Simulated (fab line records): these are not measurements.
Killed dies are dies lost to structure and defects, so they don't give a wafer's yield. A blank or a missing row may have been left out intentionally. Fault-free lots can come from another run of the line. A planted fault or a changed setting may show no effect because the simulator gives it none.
Comparing a struck lot with a sound one    flow sky130    44 steps out of a route of 708
Sound: wafers L511.2, L511.4, L511.6. Wafers L523.2, L523.5, L523.6 were the ones struck. At the end, the cause is stated.
Per side, at each step with rows, come the tool, then ch with its chambers, and then its first start. Under that, the readings that differ: sound wafers    struck wafers    difference of the means    sigmas: that difference in standard deviations of wafers without a fault.
alike: a reading whose means differ by less than 2 such deviations, as well as words and numbers matching on both sides. not compared: withheld readings; readings where some wafer has no value; bounds like >300 that might hide an equal value; numbers whose values overlap and for which the record gives no deviation.
Wherever a step has rows on one side only, a row that says differs or no value, or a row with sigmas, the two part there. Non-overlapping numbers with no deviation appear without sigmas and do not part them. Lack of a reading on every wafer of one side parts them only where that side has two or more wafers.

first, 2 steps without rows for these wafers: SKY_DNWELL_DEVELOP_06 (develop time 60 s); SKY_DNWELL_IMPLANT_07.
SKY_DNWELL_STRIP_08: strips in O2/N2.
  sound on plasma_asher-02 ch 0,1, day 3 01:10; struck on plasma_asher-02 ch 0,1, day 5 22:46
  alike: drypump_motor_current_A, n2_flow_sccm, oes_product_au, strip_time_to_endpoint_s
  not compared: rf_hours_counter_h
SKY_DNWELL_TW_MEAS_09:
  sound: film_metro-01 at day 3 01:17; struck: film_metro-01 at day 5 22:52
  alike: DNWELL_TW
then, 7 steps without rows for these wafers: SKY_PWDE_DEHYDRATE_00 (time 60 s); SKY_PWDE_HMDS_01 (prime time 60 s); SKY_PWDE_COAT_02 (resist thk 3000 nm); SKY_PWDE_SOFTBAKE_03; SKY_PWDE_EXPOSE_04 (exposes mask PWDEM, target cd 840 nm); SKY_PWDE_PEB_05; SKY_PWDE_DEVELOP_06 (develop time 60 s).
SKY_PWDE_OVL_MEAS_07:
  sound: overlay-02 at day 3 16:19; struck: overlay-01 at day 6 17:20
  alike: PWDE_OVL
SKY_PWDE_IMPLANT_08:
  sound on implanter-04 ch 0, day 3 16:22; struck on implanter-03 ch 0, day 6 17:42
  alike: faraday_current_uA
SKY_PWDE_STRIP_09: strips in O2/N2.
  sound on plasma_asher-02 ch 0,1, day 3 16:30; struck on plasma_asher-03 ch 0,1, day 6 17:50
  alike: drypump_motor_current_A, n2_flow_sccm, oes_product_au, strip_time_to_endpoint_s
  not compared: rf_hours_counter_h
SKY_PWDE_TW_MEAS_10:
  sound: film_metro-01 at day 3 16:37; struck: film_metro-03 at day 6 17:58
reading  sound        struck       difference  sigmas
PWDE_TW  369 368 369  463 462 459  +93         +24
then, 7 steps without rows for these wafers: SKY_NWELL_DEHYDRATE_03 (time 60 s); SKY_NWELL_HMDS_04 (prime time 60 s); SKY_NWELL_COAT_05 (resist thk 3000 nm); SKY_NWELL_SOFTBAKE_06; SKY_NWELL_EXPOSE_07 (exposes mask NWM, target cd 840 nm); SKY_NWELL_PEB_08; SKY_NWELL_DEVELOP_09 (develop time 60 s).
SKY_NWELL_OVL_MEAS_10:
  sound: overlay-02 at day 4 07:37; struck: overlay-01 at day 7 11:50
  alike: NWELL_00_OVL
then, 3 steps without rows for these wafers: SKY_NWELL_IMPLANT_11; SKY_NWELL_IMPLANT_12; SKY_NWELL_IMPLANT_13.
SKY_NWELL_STRIP_14: strips in O2/N2.
  sound on plasma_asher-04 ch 0,1, day 4 08:06; struck on plasma_asher-02 ch 0,1, day 7 12:19
  alike: drypump_motor_current_A, n2_flow_sccm, oes_product_au, strip_time_to_endpoint_s
  not compared: rf_hours_counter_h
SKY_NWELL_TW_MEAS_15:
  sound: film_metro-02 at day 4 08:13; struck: film_metro-02 at day 7 12:25
  alike: NWELL_TW
then, 7 steps without rows for these wafers: SKY_NWELL_DEHYDRATE_16 (time 60 s); SKY_NWELL_HMDS_17 (prime time 60 s); SKY_NWELL_COAT_18 (resist thk 3000 nm); SKY_NWELL_SOFTBAKE_19; SKY_NWELL_EXPOSE_20 (exposes mask NWM COMPLEMENT, target cd 840 nm); SKY_NWELL_PEB_21; SKY_NWELL_DEVELOP_22 (develop time 60 s).
SKY_NWELL_OVL_MEAS_23:
  sound: overlay-02 at day 5 00:37; struck: overlay-02 at day 8 07:19
  alike: NWELL_01_OVL
then, 1 step without rows for these wafers: SKY_NWELL_IMPLANT_24.
SKY_NWELL_STRIP_25: strips in O2/N2.
  sound on plasma_asher-04 ch 0,1, day 5 00:48; struck on plasma_asher-01 ch 0,1, day 8 07:30
  alike: drypump_motor_current_A, n2_flow_sccm, oes_product_au, strip_time_to_endpoint_s
  not compared: rf_hours_counter_h
SKY_NWELL_TW_MEAS_26:
  sound: film_metro-02 at day 5 00:55; struck: film_metro-01 at day 8 07:37
  alike: NWELL_2_TW
then, 1 step without rows for these wafers: SKY_NWELL_CLEAN_27 (cleans in SC1/SC2, time 150 s).
SKY_NWELL_RTA_28: time 30 s.
  sound on rtp_anneal-01 ch 0, day 5 01:02; struck on rtp_anneal-02 ch 0, day 8 07:44
  alike: lamp_power_pct, wafer_temp_C_max
SKY_NWELL_RS_MEAS_29: the measuring method here is four-point-probe.
  sound: film_metro-01 at day 5 01:08; struck: film_metro-03 at day 8 07:50
  alike: NWELL_RS
SKY_NWELL_RS_MEAS_31: the measuring method here is four-point-probe.
  sound: film_metro-01 at day 5 01:22; struck: film_metro-03 at day 8 08:04
reading           sound           struck          difference  sigmas
PWDE_RS (ohm/sq)  5268 5277 5263  3130 3130 3126  -2141       -99 or more
-- the record jumps here: 40 days lie between the struck wafers' starts before and after (it left off in module NWELL and takes up again in module PAD_OPEN, whose first step shown is number 708 of the route) --
SKY_PAD_OPEN_PROBE_99:
  sound: prober-01 at day 45 00:43; struck: prober-01 at day 48 13:18
reading                                    sound                          struck          difference  sigmas
model.etest.res_p_drift_20v.line_ohm_um    1.099e+04 1.153e+04 1.088e+04  6241 6356 6335  -4823       
model.etest.res_p_drift_20v.rs_ohm_sq      8963 9395 8995                 5239 5318 5241  -3852       
model.etest.res_pwde_under_gate.rs_ohm_sq  6168 6218 6182                 3373 3367 3369  -2820       
  alike: killed_at_M0_to_M3, killed_at_M4_up, killed_at_contacts, killed_at_front_end, killed_at_other, killed_dies, killed_open, killed_short

WHERE THEY PART
At SKY_PWDE_TW_MEAS_10 first; at SKY_NWELL_RS_MEAS_31 last (within this record only). Later steps at which nothing parts them and some readings are alike: SKY_PAD_OPEN_PROBE_99.

WHY: the cause the simulator had injected
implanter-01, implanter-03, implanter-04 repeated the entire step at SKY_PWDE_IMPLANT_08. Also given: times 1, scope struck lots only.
